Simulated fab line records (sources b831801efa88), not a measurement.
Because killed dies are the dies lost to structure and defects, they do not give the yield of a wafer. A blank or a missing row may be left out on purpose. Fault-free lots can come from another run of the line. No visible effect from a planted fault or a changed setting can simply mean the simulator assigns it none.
fab line records :: flow sky130 :: part 2 of 2: steps 27 to 35 of 35
record:
  lots: 5
  wafers: 15
  lastDay: 51
route steps=708 shown METAL5@666 PASSIVATION@681 PAD_OPEN@694
lots that met no fault: from a run of the same line without faults
startH: hours from the record's opening day to when the first of the lot's shown wafers began :: waitH: time in hours since the lot's previous step :: " identical to the entry in the row above :: L1.1+2: a single row standing in for several wafers :: - no value, or no start was given :: * or withheld: withheld :: < > ~ a bound
route shown NAME@n: a module of which the file shows steps, and the number in the route of the first :: usual: the fault-free wafers' mean and standard deviation :: same: alike in all rows :: chamber/n: place in a boat :: sites: per-site readings :: _std_site: the standard deviation of these :: _edge_site: outer sites' mean less inner sites' :: radiusMm: for every site, how far away it sits from the centre of the wafer :: mask NAME#n: copy n :: behind: the most recent tool/chamber to have shaped the wafer :: hold: the reason the lot was held/the length of the hold in hours/how it ended :: device: which transistor (n, p or np) failed to switch :: end of line: at the end of the route, the tests of the same wafers :: a step without rows: its recipe alone :: killed: at the first sort, the dies lost to defects and structure; wafer yield is something else :: map: a wafer's dies, x killed, . not, _ none there
set.NAME: the setting as run; set.NAME@STEP: as run at that earlier step :: model.NAME: the simulator's own value behind a step, which no gauge read
lots seen at some steps along the route; tables by step, rows by wafer
services: when a tool's chamber went out of use (startH, in hours from the record's first day, below 0 if earlier), for how many hours, and the reason
== steps ==
step: SKY_PASSIVATION_ETCH_11
recipe:
  chemistry: CF4/O2
  targetDepthNm: 725
  stopOn: AlCu
  sourceW: 800
  biasW: 150
  pressureMtorr: 150
  cf4FlowSccm: 80
  O2_flow_sccm: 10
  timeS: 161.1
usual:
  drypumpMotorCurrentA: 5.7/0.38
  oesProductAu: 0.978/0.0076
  throttleValvePct: 5.965/0.009
lot.wafer: L074.2
tool: rieDiel-03
chamber: 2
startH: 1088.70
waitH: -
drypumpMotorCurrentA: 5.6
oesProductAu: 0.975
rfHoursCounterH: 4
throttleValvePct: 5.963

lot.wafer: L074.4
tool: rieDiel-03
chamber: 1
startH: 1088.70
waitH: -
drypumpMotorCurrentA: 5.5
oesProductAu: 0.979
rfHoursCounterH: 18
throttleValvePct: 5.952

lot.wafer: L074.5
tool: rieDiel-03
chamber: 2
startH: 1088.70
waitH: -
drypumpMotorCurrentA: 5.6
oesProductAu: 0.989
rfHoursCounterH: -
throttleValvePct: 5.975

lot.wafer: L077.2
tool: rieDiel-02
chamber: 3
startH: 1103.25
waitH: -
drypumpMotorCurrentA: 5.3
oesProductAu: 0.974
rfHoursCounterH: 18
throttleValvePct: 5.979

lot.wafer: L077.3
tool: rieDiel-02
chamber: 0
startH: 1103.25
waitH: -
drypumpMotorCurrentA: 5.3
oesProductAu: 0.981
rfHoursCounterH: 19
throttleValvePct: 5.957

lot.wafer: L077.5
tool: rieDiel-02
chamber: 0
startH: 1103.25
waitH: -
drypumpMotorCurrentA: 5.3
oesProductAu: 0.982
rfHoursCounterH: -
throttleValvePct: 5.968

lot.wafer: L080.1
tool: rieDiel-01
chamber: 2
startH: 1121.70
waitH: -
drypumpMotorCurrentA: 6.2
oesProductAu: 0.976
rfHoursCounterH: 14
throttleValvePct: 5.963

lot.wafer: L080.5
tool: rieDiel-01
chamber: 3
startH: 1121.70
waitH: -
drypumpMotorCurrentA: 6.3
oesProductAu: 0.984
rfHoursCounterH: -
throttleValvePct: 5.971

lot.wafer: L080.6
tool: rieDiel-01
chamber: 2
startH: 1121.70
waitH: -
drypumpMotorCurrentA: 6.2
oesProductAu: 0.989
rfHoursCounterH: -
throttleValvePct: 5.954

lot.wafer: L086.3
tool: rieDiel-02
chamber: 1
startH: 1164.00
waitH: -
drypumpMotorCurrentA: 5.6
oesProductAu: 0.974
rfHoursCounterH: 13
throttleValvePct: 5.975

lot.wafer: L086.4
tool: rieDiel-02
chamber: 0
startH: 1164.00
waitH: -
drypumpMotorCurrentA: 5.2
oesProductAu: 0.981
rfHoursCounterH: 21
throttleValvePct: 5.962

lot.wafer: L086.6
tool: rieDiel-02
chamber: 2
startH: 1164.00
waitH: -
drypumpMotorCurrentA: 6.4
oesProductAu: 0.988
rfHoursCounterH: -
throttleValvePct: 5.952

lot.wafer: L091.1
tool: rieDiel-03
chamber: 1
startH: 1193.57
waitH: -
drypumpMotorCurrentA: 5.5
oesProductAu: 0.983
rfHoursCounterH: 22
throttleValvePct: 5.976

lot.wafer: L091.5
tool: rieDiel-03
chamber: 2
startH: 1193.57
waitH: -
drypumpMotorCurrentA: 5.6
oesProductAu: 0.991
rfHoursCounterH: -
throttleValvePct: 5.974

lot.wafer: L091.6
tool: rieDiel-03
chamber: 1
startH: 1193.57
waitH: -
drypumpMotorCurrentA: 5.5
oesProductAu: 0.988
rfHoursCounterH: -
throttleValvePct: 5.972
step: SKY_PASSIVATION_STRIP_12
recipe:
  chemistry: O2/N2
  powerW: 1400
  pressureMtorr: 1500
  platenTempC: withheld
  overashFraction: 0.7
  o2FlowSccm: 3000
  n2FlowSccm: 300
usual:
  drypumpMotorCurrentA: 5.9/0.38
  oesProductAu: 0.660/0.0047
  stripTimeToEndpointS: 31.54/0.14
lot.wafer: L074.2
tool: plasmaAsher-04
chamber: 1
startH: 1088.81
waitH: 0.1
drypumpMotorCurrentA: 6.5
oesProductAu: 0.665
rfHoursCounterH: 2
stripTimeToEndpointS: 31.50

lot.wafer: L074.4
tool: plasmaAsher-04
chamber: 0
startH: 1088.81
waitH: 0.1
drypumpMotorCurrentA: 5.9
oesProductAu: 0.654
rfHoursCounterH: -
stripTimeToEndpointS: 31.58

lot.wafer: L074.5
tool: plasmaAsher-04
chamber: 0
startH: 1088.81
waitH: 0.1
drypumpMotorCurrentA: 5.9
oesProductAu: 0.663
rfHoursCounterH: -
stripTimeToEndpointS: 31.67

lot.wafer: L077.2
tool: plasmaAsher-04
chamber: 0
startH: 1103.35
waitH: 0.1
drypumpMotorCurrentA: 5.9
oesProductAu: 0.658
rfHoursCounterH: 4
stripTimeToEndpointS: 31.66

lot.wafer: L077.3
tool: plasmaAsher-04
chamber: 0
startH: 1103.35
waitH: 0.1
drypumpMotorCurrentA: 5.9
oesProductAu: 0.656
rfHoursCounterH: -
stripTimeToEndpointS: 31.64

lot.wafer: L077.5
tool: plasmaAsher-04
chamber: 1
startH: 1103.35
waitH: 0.1
drypumpMotorCurrentA: 6.5
oesProductAu: 0.659
rfHoursCounterH: -
stripTimeToEndpointS: 31.63

lot.wafer: L080.1
tool: plasmaAsher-01
chamber: 0
startH: 1121.80
waitH: 0.1
drypumpMotorCurrentA: 5.4
oesProductAu: 0.664
rfHoursCounterH: 72
stripTimeToEndpointS: 31.50

lot.wafer: L080.5
tool: plasmaAsher-01
chamber: 0
startH: 1121.80
waitH: 0.1
drypumpMotorCurrentA: 5.4
oesProductAu: 0.663
rfHoursCounterH: -
stripTimeToEndpointS: 31.60

lot.wafer: L080.6
tool: plasmaAsher-01
chamber: 1
startH: 1121.80
waitH: 0.1
drypumpMotorCurrentA: 6.2
oesProductAu: 0.662
rfHoursCounterH: -
stripTimeToEndpointS: 31.44

lot.wafer: L086.3
tool: plasmaAsher-01
chamber: 1
startH: 1164.14
waitH: 0.1
drypumpMotorCurrentA: 6.2
oesProductAu: 0.658
rfHoursCounterH: -
stripTimeToEndpointS: 31.52

lot.wafer: L086.4
tool: plasmaAsher-01
chamber: 0
startH: 1164.14
waitH: 0.1
drypumpMotorCurrentA: 5.4
oesProductAu: 0.658
rfHoursCounterH: -
stripTimeToEndpointS: 31.48

lot.wafer: L086.6
tool: plasmaAsher-01
chamber: 0
startH: 1164.14
waitH: 0.1
drypumpMotorCurrentA: 5.4
oesProductAu: 0.671
rfHoursCounterH: -
stripTimeToEndpointS: 31.62

lot.wafer: L091.1
tool: plasmaAsher-01
chamber: 0
startH: 1193.73
waitH: 0.1
drypumpMotorCurrentA: 5.4
oesProductAu: 0.655
rfHoursCounterH: 79
stripTimeToEndpointS: 31.47

lot.wafer: L091.5
tool: plasmaAsher-01
chamber: 1
startH: 1193.73
waitH: 0.1
drypumpMotorCurrentA: 6.2
oesProductAu: 0.670
rfHoursCounterH: -
stripTimeToEndpointS: 31.51

lot.wafer: L091.6
tool: plasmaAsher-01
chamber: 0
startH: 1193.73
waitH: 0.1
drypumpMotorCurrentA: 5.4
oesProductAu: 0.655
rfHoursCounterH: -
stripTimeToEndpointS: 31.53
step: SKY_PAD_OPEN_DEHYDRATE_00
recipe:
  tempC: 200
  timeS: 60
usual:
  exhaustPa: 45.0/1
  plateTempC: 200.01/0.17
lot.wafer: L074.2
tool: lithoTrack-04
chamber: 0
startH: 1098.51
waitH: 9.7
exhaustPa: 42.9
plateTempC: 199.94

lot.wafer: L074.4
tool: lithoTrack-04
chamber: 0
startH: 1098.51
waitH: 9.7
exhaustPa: 41.8
plateTempC: 199.71

lot.wafer: L074.5
tool: lithoTrack-04
chamber: 0
startH: 1098.51
waitH: 9.7
exhaustPa: 43.6
plateTempC: 199.85

lot.wafer: L077.2
tool: lithoTrack-04
chamber: 0
startH: 1113.66
waitH: 10.3
exhaustPa: 45.6
plateTempC: 199.81

lot.wafer: L077.3
tool: lithoTrack-04
chamber: 0
startH: 1113.66
waitH: 10.3
exhaustPa: 44.7
plateTempC: 199.99

lot.wafer: L077.5
tool: lithoTrack-04
chamber: 0
startH: 1113.66
waitH: 10.3
exhaustPa: 45.2
plateTempC: 199.90

lot.wafer: L080.1
tool: lithoTrack-04
chamber: 0
startH: 1131.83
waitH: 10.0
exhaustPa: 45.2
plateTempC: 199.77

lot.wafer: L080.5
tool: lithoTrack-04
chamber: 0
startH: 1131.83
waitH: 10.0
exhaustPa: 44.6
plateTempC: 199.66

lot.wafer: L080.6
tool: lithoTrack-04
chamber: 0
startH: 1131.83
waitH: 10.0
exhaustPa: 45.5
plateTempC: 199.92

lot.wafer: L086.3
tool: lithoTrack-04
chamber: 0
startH: 1173.28
waitH: 9.1
exhaustPa: 45.1
plateTempC: 200.16

lot.wafer: L086.4
tool: lithoTrack-04
chamber: 0
startH: 1173.28
waitH: 9.1
exhaustPa: 43.8
plateTempC: 200.02

lot.wafer: L086.6
tool: lithoTrack-04
chamber: 0
startH: 1173.28
waitH: 9.1
exhaustPa: 44.3
plateTempC: 200.00

lot.wafer: L091.1
tool: lithoTrack-04
chamber: 0
startH: 1202.03
waitH: 8.3
exhaustPa: 45.2
plateTempC: 200.06

lot.wafer: L091.5
tool: lithoTrack-04
chamber: 0
startH: 1202.03
waitH: 8.3
exhaustPa: 44.5
plateTempC: 199.77

lot.wafer: L091.6
tool: lithoTrack-04
chamber: 0
startH: 1202.03
waitH: 8.3
exhaustPa: 45.4
plateTempC: 199.79
step: SKY_PAD_OPEN_HMDS_01
recipe:
  primeTimeS: 60
  primeTempC: 120
usual:
  exhaustPa: 44.9/0.84
lot.wafer: L074.2
tool: lithoTrack-04
chamber: 0
startH: 1098.66
waitH: 0.1
exhaustPa: 45.1

lot.wafer: L074.4
tool: lithoTrack-04
chamber: 0
startH: 1098.66
waitH: 0.1
exhaustPa: 44.5

lot.wafer: L074.5
tool: lithoTrack-04
chamber: 0
startH: 1098.66
waitH: 0.1
exhaustPa: 44.7

lot.wafer: L077.2
tool: lithoTrack-04
chamber: 0
startH: 1113.81
waitH: 0.1
exhaustPa: 45.9

lot.wafer: L077.3
tool: lithoTrack-04
chamber: 0
startH: 1113.81
waitH: 0.1
exhaustPa: 45.1

lot.wafer: L077.5
tool: lithoTrack-04
chamber: 0
startH: 1113.81
waitH: 0.1
exhaustPa: 44.9

lot.wafer: L080.1
tool: lithoTrack-04
chamber: 0
startH: 1131.98
waitH: 0.1
exhaustPa: 44.3

lot.wafer: L080.5
tool: lithoTrack-04
chamber: 0
startH: 1131.98
waitH: 0.1
exhaustPa: 45.5

lot.wafer: L080.6
tool: lithoTrack-04
chamber: 0
startH: 1131.98
waitH: 0.1
exhaustPa: 44.5

lot.wafer: L086.3
tool: lithoTrack-04
chamber: 0
startH: 1173.43
waitH: 0.1
exhaustPa: 44.5

lot.wafer: L086.4
tool: lithoTrack-04
chamber: 0
startH: 1173.43
waitH: 0.1
exhaustPa: 45.2

lot.wafer: L086.6
tool: lithoTrack-04
chamber: 0
startH: 1173.43
waitH: 0.1
exhaustPa: 44.9

lot.wafer: L091.1
tool: lithoTrack-04
chamber: 0
startH: 1202.18
waitH: 0.1
exhaustPa: 44.4

lot.wafer: L091.5
tool: lithoTrack-04
chamber: 0
startH: 1202.18
waitH: 0.1
exhaustPa: 43.7

lot.wafer: L091.6
tool: lithoTrack-04
chamber: 0
startH: 1202.18
waitH: 0.1
exhaustPa: 43.5
step: SKY_PAD_OPEN_COAT_02
recipe:
  spinRpm: 2000
  resistThkNm: 3000
usual:
  exhaustPa: 44.9/0.81
lot.wafer: L074.2
tool: lithoTrack-04
chamber: 0
startH: 1098.81
waitH: 0.1
exhaustPa: 45.5

lot.wafer: L074.4
tool: lithoTrack-04
chamber: 0
startH: 1098.81
waitH: 0.1
exhaustPa: 45.4

lot.wafer: L074.5
tool: lithoTrack-04
chamber: 0
startH: 1098.81
waitH: 0.1
exhaustPa: 45.7

lot.wafer: L077.2
tool: lithoTrack-04
chamber: 0
startH: 1113.96
waitH: 0.1
exhaustPa: 46.3

lot.wafer: L077.3
tool: lithoTrack-04
chamber: 0
startH: 1113.96
waitH: 0.1
exhaustPa: 46.2

lot.wafer: L077.5
tool: lithoTrack-04
chamber: 0
startH: 1113.96
waitH: 0.1
exhaustPa: 45.3

lot.wafer: L080.1
tool: lithoTrack-04
chamber: 0
startH: 1132.13
waitH: 0.1
exhaustPa: 45.6

lot.wafer: L080.5
tool: lithoTrack-04
chamber: 0
startH: 1132.13
waitH: 0.1
exhaustPa: 45.2

lot.wafer: L080.6
tool: lithoTrack-04
chamber: 0
startH: 1132.13
waitH: 0.1
exhaustPa: 43.9

lot.wafer: L086.3
tool: lithoTrack-04
chamber: 0
startH: 1173.58
waitH: 0.1
exhaustPa: 44.9

lot.wafer: L086.4
tool: lithoTrack-04
chamber: 0
startH: 1173.58
waitH: 0.1
exhaustPa: 44.8

lot.wafer: L086.6
tool: lithoTrack-04
chamber: 0
startH: 1173.58
waitH: 0.1
exhaustPa: 46.0

lot.wafer: L091.1
tool: lithoTrack-04
chamber: 0
startH: 1202.33
waitH: 0.1
exhaustPa: 43.9

lot.wafer: L091.5
tool: lithoTrack-04
chamber: 0
startH: 1202.33
waitH: 0.1
exhaustPa: 44.8

lot.wafer: L091.6
tool: lithoTrack-04
chamber: 0
startH: 1202.33
waitH: 0.1
exhaustPa: 45.6
step: SKY_PAD_OPEN_SOFTBAKE_03
recipe:
  tempC: 110
  timeS: withheld
usual:
  exhaustPa: 44.9/0.87
  plateTempC: 110.03/0.11
lot.wafer: L074.2
tool: lithoTrack-04
chamber: 0
startH: 1098.97
waitH: 0.1
exhaustPa: 45.2
plateTempC: 109.92

lot.wafer: L074.4
tool: lithoTrack-04
chamber: 0
startH: 1098.97
waitH: 0.1
exhaustPa: 45.6
plateTempC: 110.02

lot.wafer: L074.5
tool: lithoTrack-04
chamber: 0
startH: 1098.97
waitH: 0.1
exhaustPa: 44.7
plateTempC: 110.11

lot.wafer: L077.2
tool: lithoTrack-04
chamber: 0
startH: 1114.12
waitH: 0.1
exhaustPa: 45.5
plateTempC: 110.16

lot.wafer: L077.3
tool: lithoTrack-04
chamber: 0
startH: 1114.12
waitH: 0.1
exhaustPa: 45.3
plateTempC: 110.21

lot.wafer: L077.5
tool: lithoTrack-04
chamber: 0
startH: 1114.12
waitH: 0.1
exhaustPa: 45.0
plateTempC: 110.05

lot.wafer: L080.1
tool: lithoTrack-04
chamber: 0
startH: 1132.28
waitH: 0.1
exhaustPa: 45.5
plateTempC: 110.08

lot.wafer: L080.5
tool: lithoTrack-04
chamber: 0
startH: 1132.28
waitH: 0.1
exhaustPa: 45.7
plateTempC: 110.11

lot.wafer: L080.6
tool: lithoTrack-04
chamber: 0
startH: 1132.28
waitH: 0.1
exhaustPa: 44.6
plateTempC: 109.99

lot.wafer: L086.3
tool: lithoTrack-04
chamber: 0
startH: 1173.75
waitH: 0.1
exhaustPa: 43.0
plateTempC: 109.95

lot.wafer: L086.4
tool: lithoTrack-04
chamber: 0
startH: 1173.75
waitH: 0.1
exhaustPa: 45.4
plateTempC: 109.98

lot.wafer: L086.6
tool: lithoTrack-04
chamber: 0
startH: 1173.75
waitH: 0.1
exhaustPa: 43.9
plateTempC: 109.89

lot.wafer: L091.1
tool: lithoTrack-04
chamber: 0
startH: 1202.48
waitH: 0.1
exhaustPa: 44.6
plateTempC: 109.89

lot.wafer: L091.5
tool: lithoTrack-04
chamber: 0
startH: 1202.48
waitH: 0.1
exhaustPa: 44.8
plateTempC: 110.06

lot.wafer: L091.6
tool: lithoTrack-04
chamber: 0
startH: 1202.48
waitH: 0.1
exhaustPa: 45.4
plateTempC: 110.09
step: SKY_PAD_OPEN_EXPOSE_04
recipe:
  maskId: PDM
  targetCdNm: 60000
  na: 0.57
  doseMj: 260
lot.wafer: L074.2+4+5
tool: ilineStepper-01
chamber: 0
startH: -
waitH: -
mask: PDM#0

lot.wafer: L077.2+3+5
tool: ilineStepper-01
chamber: 0
startH: -
waitH: -
mask: PDM#0

lot.wafer: L080.1+5+6
tool: ilineStepper-01
chamber: 0
startH: -
waitH: -
mask: PDM#0

lot.wafer: L086.3+4+6
tool: ilineStepper-01
chamber: 0
startH: -
waitH: -
mask: PDM#0

lot.wafer: L091.1+5+6
tool: ilineStepper-01
chamber: 0
startH: -
waitH: -
mask: PDM#0
step: SKY_PAD_OPEN_PEB_05
recipe:
  tempC: 115
  timeS: withheld
usual:
  exhaustPa: 45.0/0.92
  plateTempC: 115.01/0.14
lot.wafer: L074.2
tool: lithoTrack-04
chamber: 0
startH: -
waitH: -
exhaustPa: 46.1
plateTempC: 115.03

lot.wafer: L074.4
tool: lithoTrack-04
chamber: 0
startH: -
waitH: -
exhaustPa: 45.9
plateTempC: 115.19

lot.wafer: L074.5
tool: lithoTrack-04
chamber: 0
startH: -
waitH: -
exhaustPa: 46.2
plateTempC: 114.93

lot.wafer: L077.2
tool: lithoTrack-01
chamber: 0
startH: -
waitH: -
exhaustPa: 45.8
plateTempC: 114.90

lot.wafer: L077.3
tool: lithoTrack-01
chamber: 0
startH: -
waitH: -
exhaustPa: 46.5
plateTempC: 114.94

lot.wafer: L077.5
tool: lithoTrack-01
chamber: 0
startH: -
waitH: -
exhaustPa: 45.3
plateTempC: 114.99

lot.wafer: L080.1
tool: lithoTrack-02
chamber: 0
startH: -
waitH: -
exhaustPa: 44.2
plateTempC: 115.18

lot.wafer: L080.5
tool: lithoTrack-02
chamber: 0
startH: -
waitH: -
exhaustPa: 45.7
plateTempC: 114.83

lot.wafer: L080.6
tool: lithoTrack-02
chamber: 0
startH: -
waitH: -
exhaustPa: 43.9
plateTempC: 114.94

lot.wafer: L086.3
tool: lithoTrack-01
chamber: 0
startH: -
waitH: -
exhaustPa: 44.3
plateTempC: 115.06

lot.wafer: L086.4
tool: lithoTrack-01
chamber: 0
startH: -
waitH: -
exhaustPa: 44.5
plateTempC: 115.05

lot.wafer: L086.6
tool: lithoTrack-01
chamber: 0
startH: -
waitH: -
exhaustPa: 44.2
plateTempC: 114.92

lot.wafer: L091.1
tool: lithoTrack-01
chamber: 0
startH: -
waitH: -
exhaustPa: 46.2
plateTempC: 114.88

lot.wafer: L091.5
tool: lithoTrack-01
chamber: 0
startH: -
waitH: -
exhaustPa: 45.5
plateTempC: 114.63

lot.wafer: L091.6
tool: lithoTrack-01
chamber: 0
startH: -
waitH: -
exhaustPa: 46.0
plateTempC: 114.69
step: SKY_PAD_OPEN_DEVELOP_06
recipe:
  developTimeS: 60
  devTempC: 23
usual:
  exhaustPa: 45.2/0.84
lot.wafer: L074.2
tool: lithoTrack-04
chamber: 0
startH: -
waitH: -
exhaustPa: 44.8

lot.wafer: L074.4
tool: lithoTrack-04
chamber: 0
startH: -
waitH: -
exhaustPa: 46.1

lot.wafer: L074.5
tool: lithoTrack-04
chamber: 0
startH: -
waitH: -
exhaustPa: 46.5

lot.wafer: L077.2
tool: lithoTrack-01
chamber: 0
startH: -
waitH: -
exhaustPa: 44.4

lot.wafer: L077.3
tool: lithoTrack-01
chamber: 0
startH: -
waitH: -
exhaustPa: 45.5

lot.wafer: L077.5
tool: lithoTrack-01
chamber: 0
startH: -
waitH: -
exhaustPa: 44.4

lot.wafer: L080.1
tool: lithoTrack-02
chamber: 0
startH: -
waitH: -
exhaustPa: 45.3

lot.wafer: L080.5
tool: lithoTrack-02
chamber: 0
startH: -
waitH: -
exhaustPa: 43.6

lot.wafer: L080.6
tool: lithoTrack-02
chamber: 0
startH: -
waitH: -
exhaustPa: 44.2

lot.wafer: L086.3
tool: lithoTrack-01
chamber: 0
startH: -
waitH: -
exhaustPa: 45.6

lot.wafer: L086.4
tool: lithoTrack-01
chamber: 0
startH: -
waitH: -
exhaustPa: 46.9

lot.wafer: L086.6
tool: lithoTrack-01
chamber: 0
startH: -
waitH: -
exhaustPa: 46.5

lot.wafer: L091.1
tool: lithoTrack-01
chamber: 0
startH: -
waitH: -
exhaustPa: 45.9

lot.wafer: L091.5
tool: lithoTrack-01
chamber: 0
startH: -
waitH: -
exhaustPa: 45.2

lot.wafer: L091.6
tool: lithoTrack-01
chamber: 0
startH: -
waitH: -
exhaustPa: 45.3
== services ==
tool: ilineStepper-01
chamber: -
startH: 1034.07
hours: 1.7
kind: pm

tool: rieDiel-02
chamber: -
startH: 1034.17
hours: 2.2
kind: repair

tool: plasmaAsher-02
chamber: -
startH: 1040.53
hours: 3.1
kind: repair

tool: rieDiel-03
chamber: 0
startH: 1044.90
hours: 5.0
kind: repair

tool: pecvd-03
chamber: -
startH: 1049.37
hours: 4.3
kind: pm

tool: rieDiel-03
chamber: -
startH: 1052.01
hours: 2.8
kind: pm

tool: rieMetal-02
chamber: 0
startH: 1052.98
hours: 8.8
kind: repair

tool: pecvd-04
chamber: -
startH: 1054.63
hours: 2.8
kind: pm

tool: plasmaAsher-04
chamber: -
startH: 1055.25
hours: 9.0
kind: pm

tool: plasmaAsher-04
chamber: -
startH: 1057.09
hours: 1.1
kind: repair

tool: wetBench-03
chamber: -
startH: 1086.65
hours: 2.0
kind: repair

tool: rieMetal-01
chamber: 1
startH: 1101.61
hours: 8.2
kind: repair

tool: plasmaAsher-04
chamber: -
startH: 1107.96
hours: 3.6
kind: repair

tool: plasmaAsher-04
chamber: -
startH: 1109.31
hours: 2.2
kind: repair

tool: rieDiel-03
chamber: 1
startH: 1132.75
hours: 15.0
kind: repair

tool: rieDiel-03
chamber: 3
startH: 1135.90
hours: 3.9
kind: repair

tool: pecvd-03
chamber: 0
startH: 1143.98
hours: 10.2
kind: repair

tool: pecvd-04
chamber: 2
startH: 1146.20
hours: 7.8
kind: repair

tool: rieMetal-02
chamber: -
startH: 1147.73
hours: 2.8
kind: pm

tool: ilineStepper-01
chamber: -
startH: 1148.07
hours: 14.0
kind: repair

tool: rieMetal-02
chamber: 1
startH: 1161.76
hours: 17.9
kind: repair

tool: wetBench-01
chamber: -
startH: 1171.53
hours: 2.4
kind: repair

tool: ilineStepper-02
chamber: -
startH: 1180.36
hours: 1.7
kind: pm

tool: ilineStepper-01
chamber: -
startH: 1184.10
hours: 7.0
kind: repair
